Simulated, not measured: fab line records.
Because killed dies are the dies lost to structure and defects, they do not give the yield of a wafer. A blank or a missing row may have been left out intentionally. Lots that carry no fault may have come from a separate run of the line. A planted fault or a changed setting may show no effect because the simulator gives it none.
Which tool is to blame? | flow gf180mcu | 6 lots with 18 wafers sampled at 3 steps, on a route of 602 steps

## WHAT EACH GAUGE READ, for each wafer
GF_PSD_RS_MEAS_14: measures by four-point-probe.
lot  | measured     | on           | NSD_RS (ohm/sq)
L396 | day 15 04:28 | filmMetro-01 | 46.15 46.26 46.20
L399 | day 15 21:41 | filmMetro-02 | 46.10 46.09 46.05
L408 | day 19 22:56 | filmMetro-02 | 46.36 46.23 46.19
L410 | day 21 05:46 | filmMetro-04 | 46.08 46.13 46.01
L413 | day 22 06:30 | filmMetro-01 | 46.04 46.22 46.17
L414 | day 22 17:20 | filmMetro-02 | 46.04 46.13 46.22

## WHICH TOOL RAN EACH LOT (tool, then ch and the chambers of the sampled wafers, then the start)
lot  | GF_NSD_IMPLANT_09               | GF_NSD_STRIP_11
L396 | implanter-03 ch 0, day 14 06:55 | plasmaAsher-02 ch 0,1, day 14 07:13
L399 | implanter-04 ch 0, day 15 00:42 | plasmaAsher-02 ch 0,1, day 15 00:58
L408 | implanter-03 ch 0, day 18 22:37 | plasmaAsher-01 ch 0,1, day 18 22:53
L410 | implanter-03 ch 0, day 20 05:53 | plasmaAsher-01 ch 0,1, day 20 06:11
L413 | implanter-03 ch 0, day 21 06:04 | plasmaAsher-02 ch 0,1, day 21 06:20
L414 | implanter-04 ch 0, day 21 17:13 | plasmaAsher-03 ch 0,1, day 21 17:29
- GF_NSD_IMPLANT_09
- GF_NSD_STRIP_11: strips in O2/N2.

## THE ANSWER, worked out from the rows above alone
Rule: what is usual is taken from the lots themselves. The widest of any qualifying gaps counts: lots, ordered by their means at a reading, are off when they make up no more than a third of the lots, leave a main group of 4 or more, and stand apart from it by 3 or more times the standard deviation of that group's means. A main group is skipped when, at the precision printed for the reading in the tables above, its means are all equal. A lot without any number at a reading at which 4 lots or more have one is off too. The other lots that the step has rows for count as sound.
No lot is off on any of the readings shown, so nothing can be concluded from this.

## WHAT THE SIMULATOR PUT IN
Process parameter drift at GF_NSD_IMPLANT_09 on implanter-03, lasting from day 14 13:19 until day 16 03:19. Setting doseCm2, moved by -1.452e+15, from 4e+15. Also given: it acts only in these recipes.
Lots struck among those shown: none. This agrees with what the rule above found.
